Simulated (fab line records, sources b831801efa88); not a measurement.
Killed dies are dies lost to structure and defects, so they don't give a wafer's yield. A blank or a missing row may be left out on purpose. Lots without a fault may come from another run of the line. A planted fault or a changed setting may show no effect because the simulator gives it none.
fab line records | flow sky130
record lots=14 wafers=42 last_day=50
route steps=708 shown CONTACT@421 METAL1@434
lots that met no fault: from a run of the same line without faults
start_h: hours from the record's first day to the start of the lot's first wafer shown | wait_h: hours since the lot's step before | " the same as in the row above | L1.1+2: a row that stands for several wafers | - no value, or no start given | * or withheld: withheld | < > ~ a bound
route shown NAME@n: a module of which the file shows steps, and the number in the route of the first | usual: mean/standard deviation of fault-free wafers | same: alike in all rows | chamber/n: place in a boat | sites: the reading at each site | _std_site: their standard deviation | _edge_site: outer sites' mean less inner sites' | radius_mm: how far each site lies from the wafer's centre | mask NAME#n: copy n | behind: the tool/chamber that last shaped the wafer | hold: why the lot was held/for how many hours/how that ended | device: the transistor (n, p or np) that didn't switch | end of line: the same wafers' tests at the end of the route | a step without rows: its recipe alone | killed: dies lost to structure and defects at the first sort, not the wafer's yield | map: a wafer's dies, x killed, . not, _ none there
set.NAME: the setting as run; set.NAME@STEP: as run at that earlier step | model.NAME: the simulator's own value behind a step, which no gauge read
steps of the route over a sample of lots; a table a step, a row a wafer
services: from which hour (start_h, from the record's first day; less than 0 if before it) a tool's chamber was out of use, for how many hours, and why
## steps
# step SKY_CONTACT_OVL_MEAS_15
# usual CONTACT_OVL=3/5.3
# columns lot.wafer tool chamber start_h wait_h CONTACT_OVL[nm]
L701.2 overlay-01 - 750.90 0.1 1
L701.3 " - " " 4
L701.6 " - " " -1
L702.1 overlay-02 - 760.80 0.1 2
L702.4 " - " " 1
L702.5 " - " " 5
L703.1 overlay-01 - 762.20 0.1 1
L703.4 " - " " 15
L703.6 " - " " 4
L705.3 overlay-01 - 778.35 0.1 -1
L705.5 " - " " -1
L705.6 " - " " -7
L706.1 overlay-02 - 785.32 0.1 6
L706.3 " - " " 9
L706.5 " - " " 10
L707.1 overlay-01 - 791.35 0.1 6
L707.3 " - " " 1
L707.6 " - " " 6
L708.1 overlay-02 - 801.59 0.1 12
L708.2 " - " " 14
L708.6 " - " " 9
L709.1 overlay-02 - 810.84 0.1 -9
L709.3 " - " " -2
L709.6 " - " " -1
L710.1 overlay-01 - 818.29 0.1 5
L710.4 " - " " 10
L710.6 " - " " 4
L712.1 overlay-02 - 838.10 0.1 -4
L712.2 " - " " 3
L712.5 " - " " 5
L719.3 overlay-01 - 892.71 0.1 2
L719.4 " - " " -1
L719.6 " - " " 8
L720.4 overlay-02 - 893.65 0.1 -2
L720.5 " - " " 10
L720.6 " - " " 1
L721.1 overlay-01 - 893.98 0.1 3
L721.2 " - " " 5
L721.3 " - " " 3
L722.3 overlay-02 - 902.05 0.1 2
L722.5 " - " " 3
L722.6 " - " " 2
# step SKY_METAL1_SPUTTER_00
# recipe material=Ti target_thk_nm=15 power_w=3000 time_s=10 chamber_pressure_pa=0.4
# usual throttle_valve_pct=30.1/1.2
# columns lot.wafer tool chamber start_h wait_h throttle_valve_pct
L701.2 pvd_sputter-01 - 752.31 0.1 31.5
L701.3 " - " " 29.6
L701.6 " - " " 30.5
L702.1 pvd_sputter-01 - 762.31 0.2 27.8
L702.4 " - " " 30.3
L702.5 " - " " 28.0
L703.1 pvd_sputter-03 - 763.73 0.2 30.6
L703.4 " - " " 29.9
L703.6 " - " " 31.0
L705.3 pvd_sputter-02 - 779.78 0.2 30.7
L705.5 " - " " 28.5
L705.6 " - " " 30.7
L706.1 pvd_sputter-02 - 786.73 0.1 28.6
L706.3 " - " " 30.7
L706.5 " - " " 30.7
L707.1 pvd_sputter-01 - 792.79 0.1 27.9
L707.3 " - " " 30.3
L707.6 " - " " 31.4
L708.1 pvd_sputter-02 - 803.00 0.2 31.0
L708.2 " - " " 29.4
L708.6 " - " " 30.6
L709.1 pvd_sputter-02 - 812.26 0.1 29.0
L709.3 " - " " 28.5
L709.6 " - " " 28.4
L710.1 pvd_sputter-02 - 819.70 0.1 30.9
L710.4 " - " " 30.8
L710.6 " - " " 29.3
L712.1 pvd_sputter-01 - 839.51 0.2 28.0
L712.2 " - " " 30.7
L712.5 " - " " 28.4
L719.3 pvd_sputter-02 - 894.29 0.2 28.8
L719.4 " - " " 30.9
L719.6 " - " " 31.0
L720.4 pvd_sputter-02 - 895.08 0.1 29.6
L720.5 " - " " 28.7
L720.6 " - " " 29.1
L721.1 pvd_sputter-03 - 895.44 0.2 29.9
L721.2 " - " " 30.6
L721.3 " - " " 29.9
L722.3 pvd_sputter-02 - 903.59 0.2 30.9
L722.5 " - " " 29.4
L722.6 " - " " 28.8
# step SKY_METAL1_SPUTTER_04
# recipe material=TiN target_thk_nm=70 power_w=6500 time_s=58.3 chamber_pressure_pa=0.4
# usual throttle_valve_pct=30.1/1.2
# columns lot.wafer tool chamber start_h wait_h throttle_valve_pct
L701.2 pvd_sputter-01 - 752.40 0.0 31.6
L701.3 " - " " 29.5
L701.6 " - " " 30.5
L702.1 pvd_sputter-01 - 762.40 0.0 28.3
L702.4 " - " " 30.4
L702.5 " - " " 27.9
L703.1 pvd_sputter-03 - 763.82 0.0 30.7
L703.4 " - " " 30.2
L703.6 " - " " 30.6
L705.3 pvd_sputter-02 - 779.87 0.0 30.9
L705.5 " - " " 28.8
L705.6 " - " " 30.9
L706.1 pvd_sputter-02 - 786.82 0.0 28.6
L706.3 " - " " 30.7
L706.5 " - " " 30.7
L707.1 pvd_sputter-01 - 792.88 0.0 28.0
L707.3 " - " " 30.6
L707.6 " - " " 31.3
L708.1 pvd_sputter-02 - 803.09 0.0 30.7
L708.2 " - " " 29.2
L708.6 " - " " 30.6
L709.1 pvd_sputter-02 - 812.35 0.0 29.3
L709.3 " - " " 28.6
L709.6 " - " " 28.8
L710.1 pvd_sputter-02 - 819.79 0.0 30.8
L710.4 " - " " 31.0
L710.6 " - " " 29.2
L712.1 pvd_sputter-01 - 839.60 0.0 28.1
L712.2 " - " " 30.3
L712.5 " - " " 28.1
L719.3 pvd_sputter-02 - 894.38 0.0 28.6
L719.4 " - " " 30.8
L719.6 " - " " 31.1
L720.4 pvd_sputter-02 - 895.17 0.0 29.2
L720.5 " - " " 28.4
L720.6 " - " " 29.0
L721.1 pvd_sputter-03 - 895.53 0.0 29.9
L721.2 " - " " 30.7
L721.3 " - " " 30.1
L722.3 pvd_sputter-02 - 903.68 0.0 30.9
L722.5 " - " " 29.5
L722.6 " - " " 28.7
# step SKY_METAL1_DEVELOP_14
# recipe develop_time_s=60 resist=KrF-thick dev_temp_c=21
# usual chill_plate_temp_C=22.98/0.12 develop_time_s=60/0
# columns lot.wafer tool chamber start_h wait_h chill_plate_temp_C develop_time_s
L701.2 litho_track-02 0 779 - 23.07 60
L701.3 " 0 " " 22.74 60
L701.6 " 0 " " 22.78 60
L702.1 litho_track-04 0 787 - 22.90 60
L702.4 " 0 " " 22.82 60
L702.5 " 0 " " 22.87 60
L703.1 litho_track-04 0 790 - 22.94 60
L703.4 " 0 " " 23.11 60
L703.6 " 0 " " 22.78 60
L705.3 litho_track-02 0 805 - 23.08 60
L705.5 " 0 " " 22.88 60
L705.6 " 0 " " 23.01 60
L706.1 litho_track-02 0 812 - 22.97 60
L706.3 " 0 " " 22.99 60
L706.5 " 0 " " 22.89 60
L707.1 litho_track-02 0 819 - 22.90 60
L707.3 " 0 " " 22.98 60
L707.6 " 0 " " 23.01 60
L708.1 litho_track-03 0 829 - 23.10 60
L708.2 " 0 " " 23.16 60
L708.6 " 0 " " 23.12 60
L709.1 litho_track-02 - 839 - - -
L709.3 " - " " - -
L709.6 " - " " - -
L710.1 litho_track-02 - 846 - - -
L710.4 " - " " - -
L710.6 " - " " - -
L712.1 litho_track-02 0 865 - 23.04 60
L712.2 " 0 " " 23.15 60
L712.5 " 0 " " 23.07 60
L719.3 litho_track-04 0 920 - 22.99 60
L719.4 " 0 " " 22.94 60
L719.6 " 0 " " 22.87 60
L720.4 litho_track-03 0 920 - 22.91 60
L720.5 " 0 " " 22.97 60
L720.6 " 0 " " 22.94 60
L721.1 litho_track-04 0 921 - 23.06 60
L721.2 " 0 " " 23.03 60
L721.3 " 0 " " 22.86 60
L722.3 litho_track-04 0 928 - 22.88 60
L722.5 " 0 " " 22.77 60
L722.6 " 0 " " 23.06 60
## services
# columns tool chamber start_h hours kind
pvd_sputter-03 - 756.54 4.5 repair
pvd_sputter-01 - 795.88 20.8 repair
litho_track-02 - 874.06 - consumable_replace:filter
litho_track-03 - 883.68 - consumable_replace:filter
pvd_sputter-03 - 905.08 4.4 repair
pvd_sputter-03 - 922.13 2.1 repair
## key
first_sign step=SKY_METAL1_DEVELOP_14 reading=tool_record direction=missing
effect none on later readings
met_at SKY_METAL1_DEVELOP_14
struck_lots L709,L710
later_rows_left_out L709.1,L709.3,L709.6,L710.1,L710.4,L710.6
sort_left_out L709.1,L709.3,L709.6,L710.1,L710.4,L710.6
not_acting_at SKY_CONTACT_OVL_MEAS_15,SKY_METAL1_SPUTTER_00,SKY_METAL1_SPUTTER_04
onset_between 819 839
fault kind=skipped_step_whole tool=litho_track-02 chamber=- onset_h=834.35 steps=SKY_METAL1_DEVELOP_14 scope=struck_lots_only
# sort_left_out: the simulated sort isn't trusted on such a fault, so these wafers' sort isn't shown, and their yield isn't known
# later_rows_left_out: the simulator's readings of these wafers behind a module that went badly wrong aren't trusted and aren't shown, but for the sort
